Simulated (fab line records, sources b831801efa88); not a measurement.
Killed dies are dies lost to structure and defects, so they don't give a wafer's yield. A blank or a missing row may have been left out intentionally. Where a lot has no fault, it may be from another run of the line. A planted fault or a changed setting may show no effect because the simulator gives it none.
Which tool did it?    flow gf180mcu    13 lots, 39 wafers sampled, at 4 steps of a route of 602

WHAT THE GAUGES READ, wafer by wafer
GF_NSD_CD_MEAS_07: the cd target is 400 nm.
lot   measured      on         cd nm (nm)
L965  day 13 15:32  cd sem-02  402.9 405.0 402.3
L966  day 13 19:32  cd sem-02  404.2 401.4 400.4
L970  day 15 01:42  cd sem-02  410.5 407.0 409.5
L971  day 15 09:00  cd sem-02  410.4 410.3 410.6
L977  day 17 12:49  cd sem-02  403.6 402.8 402.8
L979  day 18 08:06  cd sem-01  400.2 401.8 401.5
L980  day 18 12:34  cd sem-02  401.4 402.2 402.5
L981  day 18 22:40  cd sem-01  399.8 397.9 399.8
L983  day 19 19:02  cd sem-01  399.7 402.2 400.2
L984  day 20 02:49  cd sem-01  400.4 400.2 400.7
L985  day 20 12:57  cd sem-01  398.2 399.4 399.2
L986  day 20 22:34  cd sem-01  405.4 401.9 405.1
L988  day 21 12:40  cd sem-01  394.2 394.6 398.4

GF_CONTACT_RS_MEAS_25: uses a four-point probe to measure.
lot   measured      on             CONTACT_W_RS (ohm/sq)
L965  day 16 10:07  film metro-01  0.379 0.373 0.381
L966  day 16 14:59  film metro-04  0.387 0.383 0.388
L970  day 18 01:22  film metro-02  0.374 0.382 0.373
L971  day 18 09:16  film metro-02  0.377 0.380 0.375
L977  day 20 17:17  film metro-04  0.372 0.380 0.376
L979  day 21 12:46  film metro-02  0.386 0.382 0.382
L980  day 21 17:26  film metro-01  0.382 0.379 0.382
L981  day 22 02:22  film metro-04  0.379 0.375 0.376
L983  day 22 21:23  film metro-01  0.375 0.384 0.382
L984  day 23 05:40  film metro-02  0.381 0.380 0.380
L985  day 23 13:58  film metro-04  0.387 0.381 0.383
L986  day 24 00:05  film metro-02  0.378 0.374 0.380
L988  day 24 13:02  film metro-02  0.384 0.379 0.383

EACH LOT AND THE TOOL THAT RAN IT (in order: tool; ch and the chambers of the sampled wafers; start)
lot   GF_POLY_GATE_ETCH_13              GF_NSD_DEVELOP_06
L965  rie si-01 ch 0,1,3, day 9 09:11   litho track-02 ch 0, day 13 15:23
L966  rie si-01 ch 0,2, day 9 13:55     litho track-01 ch 0, day 13 19:23
L970  rie si-01 ch 0,2,3, day 10 16:20  litho track-03 ch 0, day 15 01:34
L971  rie si-02 ch 0,1,3, day 10 22:40  litho track-03 ch 0, day 15 08:52
L977  rie si-01 ch 1,3, day 12 20:52    litho track-02 ch 0, day 17 12:40
L979  rie si-02 ch 0,1,3, day 13 09:50  litho track-03 ch 0, day 18 07:58
L980  rie si-02 ch 0,1,3, day 13 14:05  litho track-03 ch 0, day 18 12:25
L981  rie si-01 ch 0,1, day 14 00:16    litho track-01 ch 0, day 18 22:31
L983  rie si-02 ch 0,1,3, day 14 16:28  litho track-03 ch 0, day 19 18:53
L984  rie si-01 ch 1,2,3, day 14 23:55  litho track-01 ch 0, day 20 02:40
L985  rie si-01 ch 0,1,2, day 15 10:02  litho track-03 ch 0, day 20 12:48
L986  rie si-01 ch 0,2,3, day 15 16:47  litho track-03 ch 0, day 20 22:23
L988  rie si-02 ch 0,2,3, day 16 05:02  litho track-03 ch 0, day 21 12:24
- GF_POLY_GATE_ETCH_13: etches poly-Si in HBr/Cl2, stops on SiO2, target depth 198.5 nm, time 69.6 s.
- GF_NSD_DEVELOP_06: develop time 60 s.

AS READ BY THE TOOLS THEMSELVES (means over the sampled wafers that have a number; for cases with no such wafer, the mark the record gives instead)
GF_POLY_GATE_ETCH_13.
lot   tool       drypump motor current A (A)  mfc cl2 sccm (sccm)  oes product au (a.u.)  throttle valve pct (%)
L965  rie si-01  6.2                          50.06                0.987                  33.688
L966  rie si-01  5.9                          50.12                0.985                  33.686
L970  rie si-01  5.9                          49.85                0.982                  33.685
L971  rie si-02  6.0                          50.05                0.987                  33.679
L977  rie si-01  6.2                          49.85                0.993                  33.683
L979  rie si-02  6.0                          49.79                0.982                  33.682
L980  rie si-02  6.0                          49.91                0.991                  33.675
L981  rie si-01  6.2                          49.97                0.991                  33.677
L983  rie si-02  5.9                          50.10                0.993                  33.686
L984  rie si-01  5.8                          49.87                0.987                  33.683
L985  rie si-01  5.8                          49.84                0.993                  33.689
L986  rie si-01  5.9                          50.02                0.982                  33.684
L988  rie si-02  5.9                          50.19                0.992                  33.692

THE ANSWER, worked out from the rows above alone
Rule: the usual values come from the lots themselves. Put in order of their means at a reading, lots are off if they are a third of the lots or fewer, leave a main group of 4 or more, and stand apart from it by a gap of 3 or more times the standard deviation of the main group's means; of several such gaps the widest counts. The tables above print the reading to a certain number of digits; a main group whose means all agree to those digits is not used. A lot without any number at a reading at which 4 lots or more have one is off too. The other lots that the step has rows for count as sound. First the gauges in route order, then the tools' own readings, where a lot's mean is used as printed above. The first step at which some lot is off is used, and at that step the reading that is off furthest; a lot without a number counts as furthest.
No lot is off on any of the readings shown, so nothing can be concluded from this.

WHAT WAS PUT IN BY THE SIMULATOR
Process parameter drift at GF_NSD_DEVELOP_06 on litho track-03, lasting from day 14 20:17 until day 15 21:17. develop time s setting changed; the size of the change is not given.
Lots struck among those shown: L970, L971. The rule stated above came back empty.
